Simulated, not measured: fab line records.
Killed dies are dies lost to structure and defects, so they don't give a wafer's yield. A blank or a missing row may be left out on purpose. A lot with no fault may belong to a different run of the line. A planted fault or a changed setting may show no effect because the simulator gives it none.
fab line records ; flow gf180mcu ; part 2 of 2: steps 31 to 40 of 40
record: lots: 5; wafers: 15; last_day: 34
route steps=602 shown PSD@248 NSD@262 SAB@264 SALICIDE@278 CONTACT@287
lots untouched by any fault: they come from a run of this same line in which no faults occurred
start_h: hours from the record's opening day to when the first of the lot's shown wafers began ; wait_h: hours from the lot's prior step to this one ; " unchanged from the row above ; L1.1+2: a row that stands for several wafers ; - no value, or no start given ; * or withheld: withheld ; < > ~ a bound
route shown NAME@n: names a module that has steps shown in the file, with the first one's number in the route ; usual: mean/standard deviation taken from wafers without a fault ; same: alike in all rows ; chamber/n: place in a boat ; sites: the reading at each site ; _std_site: the standard deviation of these ; _edge_site: the outer-site mean with the inner-site mean subtracted ; radius_mm: how far each site lies from the wafer's centre ; mask NAME#n: copy n ; behind: the tool/chamber that last shaped the wafer ; hold: why the lot went on hold/how many hours it stayed there/how the hold came to an end ; device: which transistor (n, p or np) failed to switch ; end of line: at the end of the route, the tests of the same wafers ; step lacking rows: just its recipe ; killed: not the wafer's yield, but the dies lost to structure and defects at the first sort ; map: per-die view of a wafer (x killed, . not killed, _ where there is no die)
set.NAME: the setting that was run; set.NAME@STEP: the one run at that earlier step ; model.NAME: the simulator's own value behind a step, which no gauge read
certain route steps with their lots: each step a table, each wafer a row
services: the hour from which a tool's chamber was out of use, counted from the record's first day as start_h (under 0 if before that day), plus the number of hours and why
== steps ==
step: GF_SALICIDE_CLEAN_00
recipe: chemistry: SC1/SC2; mix: 1:4:20; temp_c: 70; time_s: 150
usual: bath_heat_duty_pct: 13.3/1
lot.wafer;tool;chamber;start_h;wait_h;bath_heat_duty_pct
L083.2;wet_bench-02;1;418.08;0.1;12.9
L083.3;wet_bench-02;1;418.08;0.1;11.9
L083.5;wet_bench-02;1;418.08;0.1;12.4
L084.1;wet_bench-01;2;426.83;0.1;13.6
L084.5;wet_bench-01;2;426.83;0.1;13.1
L084.6;wet_bench-01;2;426.83;0.1;14.5
L090.2;wet_bench-01;3;478.64;0.1;12.4
L090.3;wet_bench-01;3;478.64;0.1;13.0
L090.5;wet_bench-01;3;478.64;0.1;13.0
L094.1;wet_bench-02;1;518.40;0.1;11.9
L094.3;wet_bench-02;1;518.40;0.1;12.2
L094.5;wet_bench-02;1;518.40;0.1;12.0
L097.1;wet_bench-02;3;537.58;0.1;12.9
L097.4;wet_bench-02;3;537.58;0.1;12.5
L097.5;wet_bench-02;3;537.58;0.1;13.8
step: GF_SALICIDE_WET_ETCH_01
recipe: chemistry: dHF; target_depth_nm: 5; dry: ipa_marangoni; target: SiO2; temp_c: 25; dilution: 100:1; time_s: 100
usual: bath_heat_duty_pct: 6.3/0.6
lot.wafer;tool;chamber;start_h;wait_h;bath_heat_duty_pct
L083.2;wet_bench-01;1;418.13;0.0;6.0
L083.3;wet_bench-01;1;418.13;0.0;5.9
L083.5;wet_bench-01;1;418.13;0.0;6.3
L084.1;wet_bench-02;1;426.88;0.0;6.4
L084.5;wet_bench-02;1;426.88;0.0;5.8
L084.6;wet_bench-02;1;426.88;0.0;6.4
L090.2;wet_bench-04;2;478.69;0.0;6.1
L090.3;wet_bench-04;2;478.69;0.0;6.8
L090.5;wet_bench-04;2;478.69;0.0;5.8
L094.1;wet_bench-04;2;518.46;0.0;7.0
L094.3;wet_bench-04;2;518.46;0.0;6.4
L094.5;wet_bench-04;2;518.46;0.0;7.3
L097.1;wet_bench-01;0;537.63;0.0;4.5
L097.4;wet_bench-01;0;537.63;0.0;6.6
L097.5;wet_bench-01;0;537.63;0.0;7.1
step: GF_SALICIDE_SPUTTER_02
recipe: material: Co; target_thk_nm: 10; power_w: 1000; time_s: 20; chamber_pressure_pa: 0.4
usual: throttle_valve_pct: 29.8/0.92
lot.wafer;tool;chamber;start_h;wait_h;throttle_valve_pct
L083.2;pvd_sputter-01;-;418.16;0.0;28.8
L083.3;pvd_sputter-01;-;418.16;0.0;31.4
L083.5;pvd_sputter-01;-;418.16;0.0;29.8
L084.1;pvd_sputter-04;-;426.92;0.0;29.3
L084.5;pvd_sputter-04;-;426.92;0.0;28.8
L084.6;pvd_sputter-04;-;426.92;0.0;31.5
L090.2;pvd_sputter-04;-;478.73;0.0;29.1
L090.3;pvd_sputter-04;-;478.73;0.0;31.3
L090.5;pvd_sputter-04;-;478.73;0.0;29.6
L094.1;pvd_sputter-04;-;518.49;0.0;29.0
L094.3;pvd_sputter-04;-;518.49;0.0;29.8
L094.5;pvd_sputter-04;-;518.49;0.0;29.2
L097.1;pvd_sputter-01;-;537.67;0.0;31.1
L097.4;pvd_sputter-01;-;537.67;0.0;30.1
L097.5;pvd_sputter-01;-;537.67;0.0;29.9
step: GF_SALICIDE_SPUTTER_03
recipe: material: TiN; target_thk_nm: 20; power_w: 6500; time_s: 16.7; chamber_pressure_pa: 0.4
usual: throttle_valve_pct: 29.9/0.95
lot.wafer;tool;chamber;start_h;wait_h;throttle_valve_pct
L083.2;pvd_sputter-01;-;418.19;0.0;28.6
L083.3;pvd_sputter-01;-;418.19;0.0;31.3
L083.5;pvd_sputter-01;-;418.19;0.0;30.2
L084.1;pvd_sputter-04;-;426.95;0.0;29.1
L084.5;pvd_sputter-04;-;426.95;0.0;29.1
L084.6;pvd_sputter-04;-;426.95;0.0;31.1
L090.2;pvd_sputter-04;-;478.75;0.0;28.6
L090.3;pvd_sputter-04;-;478.75;0.0;31.5
L090.5;pvd_sputter-04;-;478.75;0.0;30.0
L094.1;pvd_sputter-04;-;518.52;0.0;29.1
L094.3;pvd_sputter-04;-;518.52;0.0;29.7
L094.5;pvd_sputter-04;-;518.52;0.0;29.2
L097.1;pvd_sputter-01;-;537.70;0.0;31.3
L097.4;pvd_sputter-01;-;537.70;0.0;30.1
L097.5;pvd_sputter-01;-;537.70;0.0;30.0
step: GF_SALICIDE_RS_MEAS_04
recipe: thk_meas_gauge: four-point-probe; reads: TiN_of_SALICIDE_SPUTTER_03+Co_of_SALICIDE_SPUTTER_02
usual: SALICIDE_TIN_RS: 16.34/0.29
lot.wafer;tool;chamber;start_h;wait_h;SALICIDE_TIN_RS[ohm/sq]
L083.2;film_metro-02;-;418.24;0.0;16.10
L083.3;film_metro-02;-;418.24;0.0;16.39
L083.5;film_metro-02;-;418.24;0.0;16.06
L084.1;film_metro-04;-;426.97;0.0;16.72
L084.5;film_metro-04;-;426.97;0.0;16.37
L084.6;film_metro-04;-;426.97;0.0;16.53
L090.2;film_metro-02;-;478.80;0.0;16.19
L090.3;film_metro-02;-;478.80;0.0;15.99
L090.5;film_metro-02;-;478.80;0.0;15.75
L094.1;film_metro-02;-;518.55;0.0;16.60
L094.3;film_metro-02;-;518.55;0.0;16.45
L094.5;film_metro-02;-;518.55;0.0;16.81
L097.1;film_metro-02;-;537.72;0.0;16.15
L097.4;film_metro-02;-;537.72;0.0;16.03
L097.5;film_metro-02;-;537.72;0.0;16.05
step: GF_SALICIDE_THK_MEAS_05
recipe: thk_meas_gauge: xrf; reads: TiN_of_SALICIDE_SPUTTER_03
usual: SALICIDE_TIN_THK: 20.10/0.21
lot.wafer;tool;chamber;start_h;wait_h;SALICIDE_TIN_THK[nm]
L083.2;film_metro-02;-;418.35;0.1;20.16
L083.3;film_metro-02;-;418.35;0.1;20.32
L083.5;film_metro-02;-;418.35;0.1;20.21
L084.1;film_metro-04;-;427.09;0.1;20.06
L084.5;film_metro-04;-;427.09;0.1;20.33
L084.6;film_metro-04;-;427.09;0.1;20.29
L090.2;film_metro-02;-;478.91;0.1;20.18
L090.3;film_metro-02;-;478.91;0.1;20.12
L090.5;film_metro-02;-;478.91;0.1;20.24
L094.1;film_metro-02;-;518.67;0.1;19.77
L094.3;film_metro-02;-;518.67;0.1;20.05
L094.5;film_metro-02;-;518.67;0.1;19.94
L097.1;film_metro-02;-;537.84;0.1;20.04
L097.4;film_metro-02;-;537.84;0.1;20.09
L097.5;film_metro-02;-;537.84;0.1;19.95
step: GF_SALICIDE_RTA_06
recipe: temp_c: 530; time_s: 30; ambient: N2
usual: lamp_power_pct: 6.97/0.073; wafer_temp_C_max: 532.3/0.62
lot.wafer;tool;chamber;start_h;wait_h;lamp_power_pct;wafer_temp_C_max
L083.2;rtp_anneal-02;0;418.41;0.1;6.89;533.3
L083.3;rtp_anneal-02;0;418.41;0.1;6.90;533.3
L083.5;rtp_anneal-02;0;418.41;0.1;6.89;532.2
L084.1;rtp_anneal-02;0;427.15;0.1;6.89;532.2
L084.5;rtp_anneal-02;0;427.15;0.1;6.90;533.2
L084.6;rtp_anneal-02;0;427.15;0.1;6.89;533.1
L090.2;rtp_anneal-01;0;478.98;0.1;7.05;531.7
L090.3;rtp_anneal-01;0;478.98;0.1;7.03;531.5
L090.5;rtp_anneal-01;0;478.98;0.1;7.04;530.8
L094.1;rtp_anneal-01;0;518.73;0.1;7.04;532.2
L094.3;rtp_anneal-01;0;518.73;0.1;7.03;531.7
L094.5;rtp_anneal-01;0;518.73;0.1;7.03;531.6
L097.1;rtp_anneal-02;0;537.90;0.1;6.88;532.6
L097.4;rtp_anneal-02;0;537.90;0.1;6.90;533.6
L097.5;rtp_anneal-02;0;537.90;0.1;6.90;532.0
step: GF_SALICIDE_WET_ETCH_07
recipe: chemistry: SPM; target_depth_nm: 120; dry: n2_spin
lot.wafer;tool;chamber;start_h;wait_h
L083.2+3+5;wet_bench-01;1;418.50;0.1
L084.1+5+6;wet_bench-01;1;427.25;0.1
L090.2+3+5;wet_bench-02;1;479.06;0.1
L094.1+3+5;wet_bench-01;0;518.83;0.1
L097.1+4+5;wet_bench-02;2;538.00;0.1
step: GF_SALICIDE_RTA_08
recipe: temp_c: 800; time_s: 30; ambient: N2
usual: lamp_power_pct: 19.32/0.2; wafer_temp_C_max: 803.4/0.92
lot.wafer;tool;chamber;start_h;wait_h;lamp_power_pct;wafer_temp_C_max
L083.2;rtp_anneal-01;0;418.60;0.0;19.54;803.3
L083.3;rtp_anneal-01;0;418.60;0.0;19.53;802.4
L083.5;rtp_anneal-01;0;418.60;0.0;19.56;802.6
L084.1;rtp_anneal-01;0;427.34;0.0;19.58;803.2
L084.5;rtp_anneal-01;0;427.34;0.0;19.54;802.7
L084.6;rtp_anneal-01;0;427.34;0.0;19.58;802.5
L090.2;rtp_anneal-02;0;479.17;0.0;19.14;803.7
L090.3;rtp_anneal-02;0;479.17;0.0;19.15;804.2
L090.5;rtp_anneal-02;0;479.17;0.0;19.14;803.0
L094.1;rtp_anneal-02;0;518.92;0.0;19.11;803.5
L094.3;rtp_anneal-02;0;518.92;0.0;19.15;804.0
L094.5;rtp_anneal-02;0;518.92;0.0;19.15;804.8
L097.1;rtp_anneal-01;0;538.10;0.0;19.53;802.6
L097.4;rtp_anneal-01;0;538.10;0.0;19.53;802.2
L097.5;rtp_anneal-01;0;538.10;0.0;19.53;802.1
step: GF_CONTACT_CVD_00
recipe: material: SiO2; target_thk_nm: 300; sigma_open_frac: 0.3; temp_c: 400; time_s: 50; sih4_flow_sccm: 60; pressure_mtorr: 6
lot.wafer;tool;chamber;start_h;wait_h
L083.2+3+5;hdpcvd-02;0,1,2;418.69;0.1
L084.1+5+6;hdpcvd-02;2,1,0;427.54;0.2
L090.2+3+5;hdpcvd-02;0,2,1;479.25;0.1
L094.1+3+5;hdpcvd-01;2,1,0;519.02;0.1
L097.1+4+5;hdpcvd-01;0,1,0;538.20;0.1
== services ==
tool;chamber;start_h;hours;kind
rie_diel-04;0;357.58;10.2;repair
rie_diel-04;-;367.58;0.3;repair
pecvd-03;-;368.88;14.0;pm
pvd_sputter-01;-;379.76;8.3;repair
pvd_sputter-01;-;382.13;4.6;repair
wet_bench-03;-;384.78;4.4;pm
plasma_asher-01;-;397.34;2.8;pm
wet_bench-02;-;400.88;2.3;repair
pecvd-03;1;412.80;6.2;repair
plasma_asher-01;-;421.25;9.0;pm
hdpcvd-01;-;425.18;6.0;pm
pvd_sputter-01;-;426.78;1.5;repair
rie_diel-04;3;432.63;1.8;repair
iline_stepper-02;-;433.53;1.7;pm
iline_stepper-01;-;435.20;1.7;pm
pecvd-03;0;436.72;10.1;repair
iline_stepper-01;-;439.95;10.1;repair
hdpcvd-02;0;455.62;18.0;repair
pvd_sputter-01;-;473.34;8.7;repair
iline_stepper-02;-;491.04;2.3;repair
plasma_asher-02;-;491.69;3.9;repair
implanter-01;-;496.08;3.6;repair
plasma_asher-03;-;524.06;2.4;repair
wet_bench-02;-;529.69;4.3;repair
